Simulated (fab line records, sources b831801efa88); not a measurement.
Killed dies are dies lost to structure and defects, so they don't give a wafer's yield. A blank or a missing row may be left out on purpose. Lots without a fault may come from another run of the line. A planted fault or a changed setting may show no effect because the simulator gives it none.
Which tool did it? | flow gf180mcu | 14 lots, 42 wafers sampled, at 5 steps of a route of 602

WHAT THE GAUGES READ, wafer by wafer
GF_STI_THK_MEAS_02. Usual: STI_OXIDATION_THK 10.00 nm, standard deviation 0.21.
lot  | measured    | on            | STI_OXIDATION_THK (nm) | flag
L271 | day 1 18:23 | film_metro-03 | 9.63 9.90 9.76         |
L272 | day 1 22:22 | film_metro-02 | 10.20 10.02 9.96       |
L275 | day 2 13:17 | film_metro-03 | 10.04 10.05 9.92       |
L276 | day 2 18:22 | film_metro-01 | 9.99 10.07 10.13       |
L278 | day 3 03:31 | film_metro-03 | 10.27 10.30 10.35      |
L279 | day 3 08:31 | film_metro-02 | 9.87 10.06 9.89        |
L280 | day 3 13:55 | film_metro-02 | 10.35 10.37 10.36      |
L281 | day 3 18:43 | film_metro-01 | 10.19 10.23 10.30      |
L282 | day 3 23:31 | film_metro-02 | 10.22 10.13 10.12      |
L283 | day 4 05:23 | film_metro-02 | 9.94 9.90 9.83         |
L286 | day 4 19:34 | film_metro-02 | 9.58 9.71 9.75         |
L287 | day 5 00:44 | film_metro-03 | 10.02 10.06 9.96       |
L291 | day 5 20:32 | film_metro-03 | 10.26 10.19 10.28      |
L293 | day 6 06:31 | film_metro-03 | 9.98 10.04 9.88        |

GF_DNWELL_TW_MEAS_09. Usual: DNWELL_TW 1349, standard deviation 15.
lot  | measured    | on            | DNWELL_TW      | flag
L271 | day 3 03:00 | film_metro-04 | 1328 1323 1328 |
L272 | day 3 08:38 | film_metro-03 | 1375 1360 1362 |
L275 | day 3 21:14 | film_metro-03 | 1352 1355 1348 |
L276 | day 4 04:52 | film_metro-02 | 1347 1351 1341 |
L278 | day 4 12:59 | film_metro-04 | 1333 1323 1324 |
L279 | day 4 18:17 | film_metro-02 | 1349 1349 1355 |
L280 | day 5 01:56 | film_metro-03 | 1363 1357 1360 |
L281 | day 5 07:00 | film_metro-02 | 1342 1344 1348 |
L282 | day 5 12:47 | film_metro-03 | 1358 1354 1357 |
L283 | day 5 16:17 | film_metro-03 | 1353 1361 1354 |
L286 | day 6 08:10 | film_metro-02 | 31 31 31       | OFF
L287 | day 6 14:30 | film_metro-02 | 31 31 31       | OFF
L291 | day 7 10:13 | film_metro-03 | 1369 1369 1363 |
L293 | day 7 20:29 | film_metro-03 | 1353 1356 1364 |

WHICH TOOL RAN EACH LOT (tool, then ch and the chambers of the sampled wafers, then the start)
lot  | GF_STI_ETCH_14                  | GF_STI_CMP_25                | GF_DNWELL_EXPOSE_04
L271 | rie_si-01 ch 0,1,3, day 2 08:48 | cmp-01 ch 0,1,2, day 2 12:08 | iline_stepper-01 ch 0, day 2 20:54
L272 | rie_si-02 ch 1,3, day 2 12:35   | cmp-02 ch 1,2, day 2 15:45   | iline_stepper-02 ch 0, day 3 02:07
L275 | rie_si-02 ch 1,2,3, day 3 03:41 | cmp-01 ch 1,2,3, day 3 05:32 | iline_stepper-01 ch 0, day 3 14:46
L276 | rie_si-01 ch 0,1,3, day 3 09:29 | cmp-01 ch 0,1,2, day 3 11:22 | iline_stepper-02 ch 0, day 3 22:02
L278 | rie_si-01 ch 0,2,3, day 3 18:29 | cmp-02 ch 0,2,3, day 3 20:58 | iline_stepper-02 ch 0, day 4 06:19
L279 | rie_si-02 ch 0,2, day 3 23:41   | cmp-01 ch 0,1, day 4 01:32   | iline_stepper-02 ch 0, day 4 11:18
L280 | rie_si-01 ch 1,2,3, day 4 06:44 | cmp-02 ch 0,2,3, day 4 09:11 | iline_stepper-01 ch 0, day 4 19:04
L281 | rie_si-02 ch 0,1,3, day 4 10:53 | cmp-02 ch 0,1,2, day 4 12:54 | iline_stepper-01 ch 0, day 4 23:51
L282 | rie_si-02 ch 0,2,3, day 4 14:53 | cmp-01 ch 0,2,3, day 4 18:14 | iline_stepper-02 ch 0, day 5 05:17
L283 | rie_si-02 ch 0,1,3, day 4 21:02 | cmp-01 ch 0,1,2, day 4 22:55 | iline_stepper-01 ch 0, day 5 09:07
L286 | rie_si-01 ch 1,2,3, day 5 12:23 | cmp-02 ch 1,2,3, day 5 14:16 | iline_stepper-01, day 6 00:41
L287 | rie_si-01 ch 0,1,2, day 5 18:32 | cmp-01 ch 0,2,3, day 5 20:36 | iline_stepper-02, day 6 06:25
L291 | rie_si-02 ch 0,3, day 6 13:50   | cmp-02 ch 1,2,3, day 6 15:48 | iline_stepper-01 ch 0, day 7 01:36
L293 | rie_si-01 ch 0,2,3, day 7 00:11 | cmp-01 ch 0,2,3, day 7 02:02 | iline_stepper-02 ch 0, day 7 12:35
- GF_STI_ETCH_14: etches Si in HBr/Cl2/O2, target depth 360 nm, time 102.9 s.
- GF_STI_CMP_25: polishes, stops on Si3N4, t overpolish 33 s, target thk 524.6 nm.
- GF_DNWELL_EXPOSE_04: exposes mask DNWELL, target cd 1700 nm.

WHAT THE TOOLS THEMSELVES READ (means of the sampled wafers that have a number; where no wafer has one, the mark that the record gives instead)
GF_STI_ETCH_14. Usual: bias_w 150.0 W, standard deviation 0.4; chamber_pressure_mTorr 15.001 mTorr, standard deviation 0.013; drypump_motor_current_A 5.8 A, standard deviation 0.33; oes_product_au 0.998 a.u., standard deviation 0.0089; throttle_valve_pct 25.658 %, standard deviation 0.01.
lot  | tool      | bias_w (W) | chamber_pressure_mTorr (mTorr) | drypump_motor_current_A (A) | oes_product_au (a.u.) | throttle_valve_pct (%) | flag
L271 | rie_si-01 | 150.1      | 15.001                         | 5.6                         | 0.998                 | 25.662                 |
L272 | rie_si-02 | 149.8      | 15.014                         | 6.1                         | 1.008                 | 25.650                 |
L275 | rie_si-02 | 149.9      | 14.989                         | 5.9                         | 0.987                 | 25.658                 |
L276 | rie_si-01 | 150.0      | 15.004                         | 5.6                         | 0.995                 | 25.662                 |
L278 | rie_si-01 | 150.4      | 14.998                         | 5.9                         | 0.999                 | 25.662                 |
L279 | rie_si-02 | 150.2      | 15.006                         | 5.7                         | 1.002                 | 25.655                 |
L280 | rie_si-01 | 150.0      | 15.010                         | 5.7                         | 1.009                 | 25.655                 |
L281 | rie_si-02 | 150.0      | 15.004                         | 6.0                         | 0.994                 | 25.654                 |
L282 | rie_si-02 | 150.0      | 14.990                         | 5.8                         | 0.999                 | 25.655                 |
L283 | rie_si-02 | 149.7      | 15.003                         | 6.0                         | 0.997                 | 25.659                 |
L286 | rie_si-01 | 150.0      | 14.991                         | 5.7                         | 0.998                 | 25.656                 |
L287 | rie_si-01 | 149.8      | 14.999                         | 5.8                         | 0.997                 | 25.656                 |
L291 | rie_si-02 | 149.9      | 15.013                         | 5.9                         | 1.001                 | 25.656                 |
L293 | rie_si-01 | 150.1      | 14.999                         | 6.0                         | 0.995                 | 25.669                 |

GF_STI_CMP_25. Usual: motor_current_A 11.4 A, standard deviation 0.98; overpolish_run_s 33.002 s, standard deviation 0.0094; time_to_endpoint_s 121 s, standard deviation 4.3.
lot  | tool   | motor_current_A (A) | overpolish_run_s (s) | time_to_endpoint_s (s) | flag
L271 | cmp-01 | 10.6                | 33.012               | 119                    |
L272 | cmp-02 | 11.5                | 33.006               | 116                    |
L275 | cmp-01 | 11.7                | 33.007               | 119                    |
L276 | cmp-01 | 10.8                | 33.010               | 122                    |
L278 | cmp-02 | 11.8                | 33.004               | 123                    |
L279 | cmp-01 | 11.0                | 33.003               | 123                    |
L280 | cmp-02 | 11.8                | 32.985               | 117                    |
L281 | cmp-02 | 12.1                | 32.996               | 115                    |
L282 | cmp-01 | 10.9                | 32.994               | 122                    |
L283 | cmp-01 | 10.5                | 33.003               | 122                    |
L286 | cmp-02 | 11.9                | 33.005               | 118                    |
L287 | cmp-01 | 10.7                | 33.008               | 125                    |
L291 | cmp-02 | 11.9                | 33.011               | 126                    |
L293 | cmp-01 | 10.6                | 33.001               | 120                    |

GF_DNWELL_EXPOSE_04. Usual: exposure_dose_mJ_cm2 265.40, standard deviation 0.26; focus_offset_nm -0.1 nm, standard deviation 0.51.
lot  | tool             | exposure_dose_mJ_cm2 | focus_offset_nm (nm) | flag
L271 | iline_stepper-01 | 265.47               | 0.1                  |
L272 | iline_stepper-02 | 265.19               | -0.4                 |
L275 | iline_stepper-01 | 265.47               | -0.4                 |
L276 | iline_stepper-02 | 265.47               | 0.2                  |
L278 | iline_stepper-02 | 265.10               | 0.2                  |
L279 | iline_stepper-02 | 265.35               | -0.6                 |
L280 | iline_stepper-01 | 265.57               | 0.0                  |
L281 | iline_stepper-01 | 265.62               | 0.4                  |
L282 | iline_stepper-02 | 265.19               | -0.1                 |
L283 | iline_stepper-01 | 265.63               | -0.3                 |
L286 | iline_stepper-01 | -                    | -                    | OFF
L287 | iline_stepper-02 | -                    | -                    | OFF
L291 | iline_stepper-01 | 265.46               | 0.3                  |
L293 | iline_stepper-02 | 265.33               | -0.1                 |

THE ANSWER, worked out from the rows above alone
Rule: a lot is off if the mean of its wafers that have a number lies more than 3 standard deviations from the usual mean. A lot without any number at a reading at which 4 lots or more have one is off too. The other lots that the step has rows for count as sound. The gauges are gone through in route order, then the tools' own readings, and for those a lot's mean is taken as printed above. The first step at which some lot is off is used, and at that step the reading that is off furthest; a lot without a number counts as furthest.
Off: L286, L287, at GF_DNWELL_TW_MEAS_09 (DNWELL_TW).
A tool fits if, at a process step before that reading, it ran every lot that is off, and no sound lot after the first of them. The gauges at GF_DNWELL_TW_MEAS_09 aren't tried: what is off there is off at GF_DNWELL_EXPOSE_04 too, on other tools, and a gauge's error can't cause that. None of those tried fits.

WHAT THE SIMULATOR HAD PUT IN
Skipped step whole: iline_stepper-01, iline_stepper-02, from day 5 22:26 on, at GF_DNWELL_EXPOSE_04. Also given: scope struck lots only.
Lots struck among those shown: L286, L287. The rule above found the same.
